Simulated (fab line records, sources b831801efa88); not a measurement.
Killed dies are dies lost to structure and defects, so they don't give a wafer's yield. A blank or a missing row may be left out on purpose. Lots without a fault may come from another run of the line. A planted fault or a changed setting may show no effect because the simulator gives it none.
Which tool did it? | flow sky130 | 24 lots, 72 wafers sampled, at 6 steps of a route of 708

WHAT THE GAUGES READ, wafer by wafer
The record holds no reading of a measuring or inspecting step that can be judged against a usual standard deviation.

WHICH TOOL RAN EACH LOT (tool, then ch and the chambers of the sampled wafers, then the start)
lot  | SKY_VIA2_ETCH_14                   | SKY_VIA4_CMP_02               | SKY_VIA4_STRIP_13                    | SKY_METAL5_SPUTTER_02        | SKY_METAL5_DESCUM_14              | SKY_METAL5_METAL_ETCH_15
L074 | rie_diel-03 ch 0,3, day 35 20:58   | cmp-02 ch 0,1,3, day 41 09:35 | plasma_asher-03 ch 0,1, day 42 09:32 | pvd_sputter-02, day 42 10:52 | rie_metal-01 ch 0,1, day 43 09:16 | rie_metal-01 ch 0,1, day 43 09:19
L075 | rie_diel-02 ch 0,2,3, day 36 05:04 | cmp-02 ch 1,2,3, day 41 16:26 | plasma_asher-04 ch 0,1, day 42 14:59 | pvd_sputter-03, day 42 16:19 | rie_metal-03 ch 0,1, day 43 14:19 | rie_metal-03 ch 0,1, day 43 14:22
L076 | rie_diel-03 ch 0,1,2, day 36 13:26 | cmp-02 ch 0,1,2, day 42 01:45 | plasma_asher-01 ch 0,1, day 43 00:28 | pvd_sputter-03, day 43 01:50 | rie_metal-03 ch 0,1, day 43 23:34 | rie_metal-03 ch 0,1, day 43 23:37
L077 | rie_diel-03 ch 0,1,3, day 36 19:31 | cmp-02 ch 0,1,3, day 42 08:16 | plasma_asher-01 ch 0,1, day 43 06:14 | pvd_sputter-01, day 43 07:34 | rie_metal-04 ch 0,1, day 44 05:38 | rie_metal-04 ch 0,1, day 44 05:41
L078 | rie_diel-04 ch 0,2, day 37 21:15   | cmp-02 ch 0,1,3, day 43 04:39 | plasma_asher-03 ch 0,1, day 44 02:59 | pvd_sputter-02, day 44 04:19 | rie_metal-03 ch 0, day 45 02:16   | rie_metal-03 ch 0, day 45 02:19
L079 | rie_diel-02 ch 0,2, day 38 05:39   | cmp-02 ch 0,2, day 43 13:47   | plasma_asher-03 ch 0,1, day 44 12:55 | pvd_sputter-03, day 44 14:14 | rie_metal-01 ch 0,1, day 45 11:38 | rie_metal-01 ch 0,1, day 45 11:41
L080 | rie_diel-03 ch 0,2, day 38 10:34   | cmp-01 ch 1,2, day 43 17:27   | plasma_asher-04 ch 0,1, day 44 16:01 | pvd_sputter-02, day 44 17:22 | rie_metal-03 ch 0,1, day 45 14:42 | rie_metal-03 ch 0,1, day 45 14:44
L081 | rie_diel-04 ch 1,2, day 38 11:09   | cmp-02 ch 0,1,2, day 43 19:05 | plasma_asher-04 ch 0,1, day 44 17:17 | pvd_sputter-02, day 44 18:37 | rie_metal-01 ch 0,1, day 45 15:25 | rie_metal-01 ch 0,1, day 45 15:28
L082 | rie_diel-02 ch 2,3, day 38 16:09   | cmp-02 ch 0,2, day 43 22:29   | plasma_asher-01 ch 0,1, day 44 20:43 | pvd_sputter-03, day 44 22:02 | rie_metal-04 ch 0,1, day 45 19:12 | rie_metal-04 ch 0,1, day 45 19:14
L083 | rie_diel-02 ch 0,2,3, day 39 01:34 | cmp-02 ch 1,2,3, day 44 05:54 | plasma_asher-04 ch 0,1, day 45 03:56 | pvd_sputter-01, day 45 05:16 | rie_metal-01 ch 0,1, day 46 02:22 | rie_metal-01 ch 0,1, day 46 02:25
L084 | rie_diel-02 ch 1,2, day 39 09:15   | cmp-02 ch 0,1,2, day 44 14:11 | plasma_asher-03 ch 0,1, day 45 11:58 | pvd_sputter-02, day 45 13:19 | rie_metal-03 ch 1, day 46 09:44   | rie_metal-03 ch 1, day 46 09:52
L085 | rie_diel-03 ch 0,1,3, day 39 20:40 | cmp-01 ch 0,1,2, day 45 00:33 | plasma_asher-01 ch 0,1, day 45 22:16 | pvd_sputter-03, day 45 23:40 | rie_metal-03 ch 1, day 46 19:21   | rie_metal-03 ch 1, day 46 19:25
L086 | rie_diel-03 ch 0,2,3, day 39 22:30 | cmp-02 ch 0,1,2, day 45 02:41 | plasma_asher-03 ch 0,1, day 45 23:28 | pvd_sputter-02, day 46 00:55 | rie_metal-01 ch 0,1, day 46 21:22 | rie_metal-01 ch 0,1, day 46 21:25
L087 | rie_diel-04 ch 0,2, day 40 02:03   | cmp-02 ch 1,2,3, day 45 03:42 | plasma_asher-04 ch 0,1, day 46 01:25 | pvd_sputter-02, day 46 02:44 | rie_metal-03 ch 1, day 46 22:19   | rie_metal-03 ch 1, day 46 22:23
L088 | rie_diel-04 ch 1,2,3, day 40 09:24 | cmp-02 ch 0,1,2, day 45 11:53 | plasma_asher-04 ch 0,1, day 46 09:01 | pvd_sputter-03, day 46 10:20 | rie_metal-04 ch 0,1, day 47 05:30 | rie_metal-04 ch 0,1, day 47 05:32
L089 | rie_diel-04 ch 1,3, day 40 17:36   | cmp-01 ch 0,2,3, day 45 17:53 | plasma_asher-04 ch 0,1, day 46 14:17 | pvd_sputter-02, day 46 15:54 | rie_metal-03 ch 1, day 47 11:39   | rie_metal-03 ch 1, day 47 11:41
L090 | rie_diel-02 ch 0,2,3, day 40 21:43 | cmp-02 ch 2,3, day 45 20:25   | plasma_asher-01 ch 0,1, day 46 16:32 | pvd_sputter-01, day 46 19:25 | rie_metal-01 ch 0,1, day 47 15:45 | rie_metal-01 ch 0,1, day 47 15:51
L091 | rie_diel-02 ch 0,1,3, day 41 07:33 | cmp-02 ch 0,2, day 46 06:49   | plasma_asher-01 ch 0,1, day 47 01:46 | pvd_sputter-02, day 47 03:06 | rie_metal-01 ch 0, day 47 22:56   | rie_metal-01 ch 0, day 47 22:59
L092 | rie_diel-03 ch 0,1, day 41 08:07   | cmp-02 ch 2,3, day 46 07:04   | plasma_asher-01 ch 0,1, day 47 02:31 | pvd_sputter-01, day 47 03:49 | rie_metal-04 ch 0,1, day 47 23:01 | rie_metal-04 ch 0,1, day 47 23:07
L094 | rie_diel-02 ch 0,1,2, day 41 23:00 | cmp-02 ch 1,2,3, day 46 20:16 | plasma_asher-03 ch 0,1, day 47 16:11 | pvd_sputter-03, day 47 17:31 | rie_metal-01 ch 0,1, day 48 12:20 | rie_metal-01 ch 0,1, day 48 12:23
L093 | rie_diel-03 ch 1,2, day 42 08:37   | cmp-01 ch 0,2, day 47 01:56   | plasma_asher-01 ch 0,1, day 47 21:04 | pvd_sputter-03, day 47 22:33 | rie_metal-01 ch 0,1, day 48 17:53 | rie_metal-01 ch 0,1, day 48 17:56
L095 | rie_diel-02 ch 0,1, day 42 20:40   | cmp-02 ch 0,2,3, day 47 15:26 | plasma_asher-03 ch 0,1, day 48 10:08 | pvd_sputter-02, day 48 11:48 | rie_metal-03 ch 0,1, day 49 05:23 | rie_metal-03 ch 0,1, day 49 05:26
L097 | rie_diel-03 ch 1,2, day 43 01:30   | cmp-02 ch 0,2,3, day 47 19:35 | plasma_asher-03 ch 0,1, day 48 14:16 | pvd_sputter-01, day 48 15:39 | rie_metal-03 ch 0,1, day 49 08:52 | rie_metal-03 ch 0,1, day 49 08:55
L096 | rie_diel-04 ch 0,3, day 43 02:12   | cmp-02 ch 1,2,3, day 47 20:08 | plasma_asher-03 ch 0,1, day 48 14:34 | pvd_sputter-02, day 48 15:57 | rie_metal-03 ch 0,1, day 49 09:08 | rie_metal-03 ch 0,1, day 49 09:11
- SKY_VIA2_ETCH_14: etches BARC in N2/H2, stops on SiO2, time 45.9 s, target depth 60 nm.
- SKY_VIA4_CMP_02: polishes SiO2.
- SKY_VIA4_STRIP_13: strips in O2/N2.
- SKY_METAL5_SPUTTER_02: material AlCu, target thk 1150 nm, time 61.2 s.
- SKY_METAL5_DESCUM_14: chemistry O2, time 11 s.
- SKY_METAL5_METAL_ETCH_15: etches the open film in Cl2/BCl3, stops on SiO2, target depth 1260 nm, time 252 s.

WHAT THE TOOLS THEMSELVES READ (means of the sampled wafers that have a number; where no wafer has one, the mark that the record gives instead)
SKY_VIA2_ETCH_14. Usual: drypump_motor_current_A 5.8 A, standard deviation 0.44; oes_product_au 0.854 a.u., standard deviation 0.0045; throttle_valve_pct 13.225 %, standard deviation 0.0087.
lot  | tool        | drypump_motor_current_A (A) | oes_product_au (a.u.) | throttle_valve_pct (%) | flag
L074 | rie_diel-03 | 5.9                         | 0.851                 | 13.227                 |
L075 | rie_diel-02 | 5.9                         | 0.852                 | 13.232                 |
L076 | rie_diel-03 | 5.7                         | 0.855                 | 13.219                 |
L077 | rie_diel-03 | 5.8                         | 0.854                 | 13.227                 |
L078 | rie_diel-04 | 6.3                         | 0.856                 | 13.226                 |
L079 | rie_diel-02 | 6.2                         | 0.853                 | 13.228                 |
L080 | rie_diel-03 | 5.8                         | 0.853                 | 13.232                 |
L081 | rie_diel-04 | 5.7                         | 0.852                 | 13.222                 |
L082 | rie_diel-02 | 5.9                         | 0.852                 | 13.218                 |
L083 | rie_diel-02 | 5.9                         | 0.852                 | 13.229                 |
L084 | rie_diel-02 | 6.2                         | 0.854                 | 13.227                 |
L085 | rie_diel-03 | 5.7                         | 0.855                 | 13.234                 |
L086 | rie_diel-03 | 5.8                         | 0.852                 | 13.216                 |
L087 | rie_diel-04 | 6.2                         | 0.846                 | 13.228                 |
L088 | rie_diel-04 | 5.6                         | 0.853                 | 13.228                 |
L089 | rie_diel-04 | 5.4                         | 0.852                 | 13.225                 |
L090 | rie_diel-02 | 5.9                         | 0.854                 | 13.222                 |
L091 | rie_diel-02 | 5.5                         | 0.853                 | 13.226                 |
L092 | rie_diel-03 | 5.8                         | 0.850                 | 13.217                 |
L094 | rie_diel-02 | 5.9                         | 0.855                 | 13.221                 |
L093 | rie_diel-03 | 5.6                         | 0.851                 | 13.222                 |
L095 | rie_diel-02 | 5.5                         | 0.852                 | 13.216                 |
L097 | rie_diel-03 | 5.6                         | 0.855                 | 13.217                 |
L096 | rie_diel-04 | 6.2                         | 0.857                 | 13.226                 |

SKY_VIA4_CMP_02. Usual: motor_current_A 12.6 A, standard deviation 1.
lot  | tool   | motor_current_A (A) | flag
L074 | cmp-02 | 12.2                |
L075 | cmp-02 | 12.2                |
L076 | cmp-02 | 12.3                |
L077 | cmp-02 | 12.6                |
L078 | cmp-02 | 11.9                |
L079 | cmp-02 | 12.3                |
L080 | cmp-01 | 13.9                |
L081 | cmp-02 | 13.1                |
L082 | cmp-02 | 12.6                |
L083 | cmp-02 | 12.1                |
L084 | cmp-02 | 13.1                |
L085 | cmp-01 | 13.8                |
L086 | cmp-02 | 12.7                |
L087 | cmp-02 | 12.7                |
L088 | cmp-02 | 13.1                |
L089 | cmp-01 | 12.8                |
L090 | cmp-02 | 12.1                |
L091 | cmp-02 | 13.0                |
L092 | cmp-02 | 12.0                |
L094 | cmp-02 | 12.7                |
L093 | cmp-01 | 13.3                |
L095 | cmp-02 | 12.1                |
L097 | cmp-02 | 12.0                |
L096 | cmp-02 | 12.7                |

SKY_VIA4_STRIP_13. Usual: drypump_motor_current_A 5.3 A, standard deviation 0.35; oes_product_au 0.710 a.u., standard deviation 0.0045; strip_time_to_endpoint_s 12.806 s, standard deviation 0.027.
lot  | tool            | drypump_motor_current_A (A) | oes_product_au (a.u.) | strip_time_to_endpoint_s (s) | flag
L074 | plasma_asher-03 | 5.4                         | 0.710                 | 12.800                       |
L075 | plasma_asher-04 | 5.4                         | 0.704                 | 12.795                       |
L076 | plasma_asher-01 | 5.4                         | 0.703                 | 12.818                       |
L077 | plasma_asher-01 | 5.5                         | 0.714                 | 12.799                       |
L078 | plasma_asher-03 | 5.4                         | 0.711                 | 12.806                       |
L079 | plasma_asher-03 | 5.4                         | 0.709                 | 12.801                       |
L080 | plasma_asher-04 | 5.4                         | 0.711                 | 12.796                       |
L081 | plasma_asher-04 | 5.4                         | 0.709                 | 12.804                       |
L082 | plasma_asher-01 | 5.2                         | 0.709                 | 12.824                       |
L083 | plasma_asher-04 | 5.1                         | 0.709                 | 12.790                       |
L084 | plasma_asher-03 | 5.4                         | 0.708                 | 12.794                       |
L085 | plasma_asher-01 | 5.2                         | 0.709                 | 12.838                       |
L086 | plasma_asher-03 | 5.3                         | 0.712                 | 12.827                       |
L087 | plasma_asher-04 | 5.1                         | 0.709                 | 12.792                       |
L088 | plasma_asher-04 | 5.4                         | 0.710                 | 12.792                       |
L089 | plasma_asher-04 | 5.1                         | 0.710                 | 12.825                       |
L090 | plasma_asher-01 | 5.4                         | 0.710                 | 12.798                       |
L091 | plasma_asher-01 | 5.5                         | 0.711                 | 12.809                       |
L092 | plasma_asher-01 | 5.5                         | 0.711                 | 12.806                       |
L094 | plasma_asher-03 | 5.4                         | 0.708                 | 12.846                       |
L093 | plasma_asher-01 | 5.5                         | 0.709                 | 12.795                       |
L095 | plasma_asher-03 | 5.3                         | 0.707                 | 12.808                       |
L097 | plasma_asher-03 | 5.4                         | 0.710                 | 12.823                       |
L096 | plasma_asher-03 | 5.4                         | 0.715                 | 12.810                       |

SKY_METAL5_SPUTTER_02. Usual: chamber_pressure_pa 0.3999 Pa, standard deviation 0.00078; throttle_valve_pct 29.6 %, standard deviation 0.83.
lot  | tool           | chamber_pressure_pa (Pa) | throttle_valve_pct (%) | flag
L074 | pvd_sputter-02 | 0.3998                   | 30.0                   |
L075 | pvd_sputter-03 | 0.4007                   | 29.3                   |
L076 | pvd_sputter-03 | 0.3997                   | 29.5                   |
L077 | pvd_sputter-01 | 0.4001                   | 28.6                   |
L078 | pvd_sputter-02 | 0.3998                   | 30.2                   |
L079 | pvd_sputter-03 | 0.3995                   | 29.8                   |
L080 | pvd_sputter-02 | 0.3995                   | 30.2                   |
L081 | pvd_sputter-02 | 0.3996                   | 29.2                   |
L082 | pvd_sputter-03 | 0.3994                   | 29.5                   |
L083 | pvd_sputter-01 | 0.4001                   | 28.9                   |
L084 | pvd_sputter-02 | 0.4001                   | 29.6                   |
L085 | pvd_sputter-03 | 0.4001                   | 29.5                   |
L086 | pvd_sputter-02 | 0.4006                   | 29.9                   |
L087 | pvd_sputter-02 | 0.4006                   | 30.2                   |
L088 | pvd_sputter-03 | 0.3989                   | 29.3                   |
L089 | pvd_sputter-02 | 0.3996                   | 30.9                   |
L090 | pvd_sputter-01 | 0.4001                   | 29.1                   |
L091 | pvd_sputter-02 | 0.3996                   | 30.6                   |
L092 | pvd_sputter-01 | 0.3997                   | 29.4                   |
L094 | pvd_sputter-03 | 0.4001                   | 29.5                   |
L093 | pvd_sputter-03 | 0.4000                   | 29.8                   |
L095 | pvd_sputter-02 | 0.4002                   | 29.7                   |
L097 | pvd_sputter-01 | 0.3998                   | 29.2                   |
L096 | pvd_sputter-02 | 0.3998                   | 29.9                   |

SKY_METAL5_DESCUM_14. Usual: drypump_motor_current_A 6.1 A, standard deviation 0.43; oes_product_au 0.992 a.u., standard deviation 0.0099.
lot  | tool         | drypump_motor_current_A (A) | oes_product_au (a.u.) | flag
L074 | rie_metal-01 | 6.4                         | 0.987                 |
L075 | rie_metal-03 | 6.0                         | 0.990                 |
L076 | rie_metal-03 | 6.0                         | 0.988                 |
L077 | rie_metal-04 | 5.7                         | 0.991                 |
L078 | rie_metal-03 | 5.5                         | 1.006                 |
L079 | rie_metal-01 | 6.5                         | 0.986                 |
L080 | rie_metal-03 | 6.0                         | 1.006                 |
L081 | rie_metal-01 | 6.4                         | 0.991                 |
L082 | rie_metal-04 | 5.7                         | 0.986                 |
L083 | rie_metal-01 | 6.4                         | 0.989                 |
L084 | rie_metal-03 | 6.2                         | 0.996                 |
L085 | rie_metal-03 | 6.2                         | 0.983                 |
L086 | rie_metal-01 | 6.5                         | 0.975                 |
L087 | rie_metal-03 | 6.2                         | 0.992                 |
L088 | rie_metal-04 | 5.4                         | 0.984                 |
L089 | rie_metal-03 | 6.2                         | 0.988                 |
L090 | rie_metal-01 | 6.5                         | 0.997                 |
L091 | rie_metal-01 | 6.3                         | 0.998                 |
L092 | rie_metal-04 | 5.7                         | 0.990                 |
L094 | rie_metal-01 | 6.4                         | 0.991                 |
L093 | rie_metal-01 | 6.5                         | 0.986                 |
L095 | rie_metal-03 | 6.0                         | 0.995                 |
L097 | rie_metal-03 | 5.7                         | 0.998                 |
L096 | rie_metal-03 | 5.8                         | 1.005                 |

SKY_METAL5_METAL_ETCH_15. Usual: drypump_motor_current_A 6.1 A, standard deviation 0.43; oes_product_au 0.894 a.u., standard deviation 0.005; throttle_valve_pct 22.264 %, standard deviation 0.0094.
lot  | tool         | drypump_motor_current_A (A) | oes_product_au (a.u.) | throttle_valve_pct (%) | flag
L074 | rie_metal-01 | 6.4                         | 0.892                 | 22.262                 |
L075 | rie_metal-03 | 6.0                         | 0.894                 | 22.262                 |
L076 | rie_metal-03 | 6.0                         | 0.899                 | 22.264                 |
L077 | rie_metal-04 | 5.7                         | 0.896                 | 22.255                 |
L078 | rie_metal-03 | 5.5                         | 0.891                 | 22.255                 |
L079 | rie_metal-01 | 6.4                         | 0.891                 | 22.260                 |
L080 | rie_metal-03 | 6.0                         | 0.895                 | 22.262                 |
L081 | rie_metal-01 | 6.5                         | 0.894                 | 22.263                 |
L082 | rie_metal-04 | 5.7                         | 0.897                 | 22.261                 |
L083 | rie_metal-01 | 6.4                         | 0.887                 | 22.264                 |
L084 | rie_metal-03 | 6.2                         | 0.894                 | 22.271                 |
L085 | rie_metal-03 | 6.2                         | 0.892                 | 22.269                 |
L086 | rie_metal-01 | 6.4                         | 0.893                 | 22.272                 |
L087 | rie_metal-03 | 6.2                         | 0.887                 | 22.266                 |
L088 | rie_metal-04 | 5.3                         | 0.897                 | 22.265                 |
L089 | rie_metal-03 | 6.2                         | 0.894                 | 22.265                 |
L090 | rie_metal-01 | 6.5                         | 0.891                 | 22.273                 |
L091 | rie_metal-01 | 6.3                         | 0.894                 | 22.263                 |
L092 | rie_metal-04 | 5.7                         | 0.887                 | 22.266                 |
L094 | rie_metal-01 | 6.4                         | 0.898                 | 22.266                 |
L093 | rie_metal-01 | 6.5                         | 0.889                 | 22.263                 |
L095 | rie_metal-03 | 6.0                         | 0.897                 | 22.267                 |
L097 | rie_metal-03 | 5.7                         | 0.896                 | 22.255                 |
L096 | rie_metal-03 | 5.7                         | 0.891                 | 22.260                 |

THE ANSWER, worked out from the rows above alone
Rule: a lot is off if the mean of its wafers that have a number lies more than 3 standard deviations from the usual mean. A lot without any number at a reading at which 4 lots or more have one is off too. The other lots that the step has rows for count as sound. The gauges are gone through in route order, then the tools' own readings, and for those a lot's mean is taken as printed above. The first step at which some lot is off is used, and at that step the reading that is off furthest; a lot without a number counts as furthest.
No lot is off at any reading shown: from this, nothing can be told.

WHAT THE SIMULATOR HAD PUT IN
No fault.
